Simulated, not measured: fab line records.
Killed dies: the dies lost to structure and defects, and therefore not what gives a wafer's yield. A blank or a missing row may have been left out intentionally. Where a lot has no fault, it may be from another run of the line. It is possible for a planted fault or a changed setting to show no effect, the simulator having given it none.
Comparing a struck lot with a sound one | flow gf180mcu | 23 steps out of a route of 602
Sound: the wafers L921.3, L921.4, L921.6. Wafers struck: L908.2, L908.5, L908.6. At the end, the cause is stated.
Per side, at each step with rows, come the tool, then ch with its chambers, and then its first start. Under that, the readings that differ: sound wafers | struck wafers | difference of the means | sigmas: that difference in standard deviations of wafers without a fault.
alike: readings with means less than 2 such deviations apart, plus words and numbers identical on both sides. not compared: withheld readings, readings lacking a value on some wafer, bounds such as >300 that could conceal the same value, and numbers that have no deviation in the record and whose values overlap.
A row with sigmas, a row that says differs or no value, or rows on one side alone: a step with any of these is where the two part. Numbers that have no deviation but don't overlap get no sigmas and don't part them. A reading that every wafer of one side lacks parts them only if that side has two wafers or more.

first, 8 steps without rows for these wafers: GF_DNWELL_DEHYDRATE_00 (time 60 s); GF_DNWELL_HMDS_01 (prime time 60 s); GF_DNWELL_COAT_02 (resist thk 3000 nm); GF_DNWELL_SOFTBAKE_03; GF_DNWELL_EXPOSE_04 (exposes mask DNWELL, target cd 1700 nm); GF_DNWELL_PEB_05; GF_DNWELL_DEVELOP_06 (develop time 60 s); GF_DNWELL_IMPLANT_07.
GF_DNWELL_STRIP_08: strips in O2/N2.
  sound on plasma_asher-02 ch 0,1, day 7 04:43; struck on plasma_asher-02 ch 0,1, day 4 06:58
  reading           | sound                | struck               | difference | sigmas
  platen_temp_c (C) | 250.60 250.27 250.49 | 249.93 249.49 250.36 | -0.53      | -2
  alike: chamber_pressure_mTorr, drypump_motor_current_A, heater_power_w, oes_product_au, strip_time_to_endpoint_s
  not compared: rf_hours_counter_h
GF_DNWELL_TW_MEAS_09:
  sound: film_metro-03 at day 7 04:48; struck: film_metro-03 at day 4 07:05
  alike: DNWELL_TW
then, 2 steps without rows for these wafers: GF_NWELL_DEHYDRATE_00 (time 60 s); GF_NWELL_HMDS_01 (prime time 60 s).
GF_NWELL_COAT_02: resist thk 3000 nm.
  sound on litho_track-02 ch 0, day 7 11:52; struck on litho_track-04 ch 0, day 4 13:12
  reading                                 | sound          | struck         | difference | sigmas
  model.coat_of_NWELL_COAT_02.thk_nm (nm) | 3005 2998 2995 | 1873 1870 1874 | -1127      |
  alike: dispense_pressure_kPa
then, 3 steps without rows for these wafers: GF_NWELL_SOFTBAKE_03; GF_NWELL_EXPOSE_04 (exposes mask Nwell, target cd 860 nm); GF_NWELL_PEB_05.
GF_NWELL_DEVELOP_06: develop time 60 s.
  sound: litho_track-03 ch 0; struck: litho_track-03 ch 0
  reading                                 | sound          | struck         | difference | sigmas
  model.coat_of_NWELL_COAT_02.thk_nm (nm) | 3004 2997 2994 | 1871 1869 1873 | -1127      |
GF_NWELL_OVL_MEAS_07:
  sound: overlay-02 at day 7 19:32; struck: overlay-01 at day 4 20:05
  alike: NWELL_OVL
then, 2 steps without rows for these wafers: GF_NWELL_IMPLANT_08; GF_NWELL_IMPLANT_09.
GF_NWELL_STRIP_10: strips in O2/N2.
  sound on plasma_asher-01 ch 0,1, day 7 19:53; struck on plasma_asher-02 ch 0,1, day 4 20:25
  reading                      | sound             | struck            | difference | sigmas
  strip_time_to_endpoint_s (s) | 37.00 36.93 36.89 | 23.88 23.85 23.92 | -13.06     | -99 or more
  alike: chamber_pressure_mTorr, drypump_motor_current_A, heater_power_w, oes_product_au, platen_temp_c
  not compared: rf_hours_counter_h
GF_NWELL_TW_MEAS_11:
  sound: film_metro-03 at day 7 19:59; struck: film_metro-01 at day 4 20:31
  alike: NWELL_TW
-- the record jumps here: 27 days lie between the struck wafers' starts before and after (it left off in module NWELL and takes up again in module PASSIVATION, whose first step shown is number 602 of the route) --
GF_PASSIVATION_PROBE_99:
  sound: prober-02 at day 34 06:43; struck: prober-01 at day 31 11:29
  reading                                   | sound                         | struck                       | difference | sigmas
  model.etest.pwell_in_dnwell.line_ohm_um   | 4127 4009 4167                | 4654 4759 4819               | +643       |
  model.etest.ldpmos_10p0.r_on_ohm_um       | 1.098e+04 1.092e+04 1.111e+04 | 1.145e+04 1.14e+04 1.129e+04 | +3.767e+02 |
  model.etest.pwell_in_dnwell.width_nm (nm) | 595.9 594.5 593.6             | 488.4 488.3 484.2            | -107.7     |
  model.etest.nwell.line_ohm_um             | 1175 1124 1167                | 1083 1071 1086               | -75        |
  model.etest.nwell.width_nm (nm)           | 865.9 865.1 868               | 897.8 902.9 898.3            | +33.3      |

## WHERE THEY PART
Last at GF_NWELL_STRIP_10 as far as this record goes, first at GF_DNWELL_STRIP_08. Later steps at which nothing parts them and some readings are alike: GF_NWELL_TW_MEAS_11.

WHY: the cause the simulator had injected
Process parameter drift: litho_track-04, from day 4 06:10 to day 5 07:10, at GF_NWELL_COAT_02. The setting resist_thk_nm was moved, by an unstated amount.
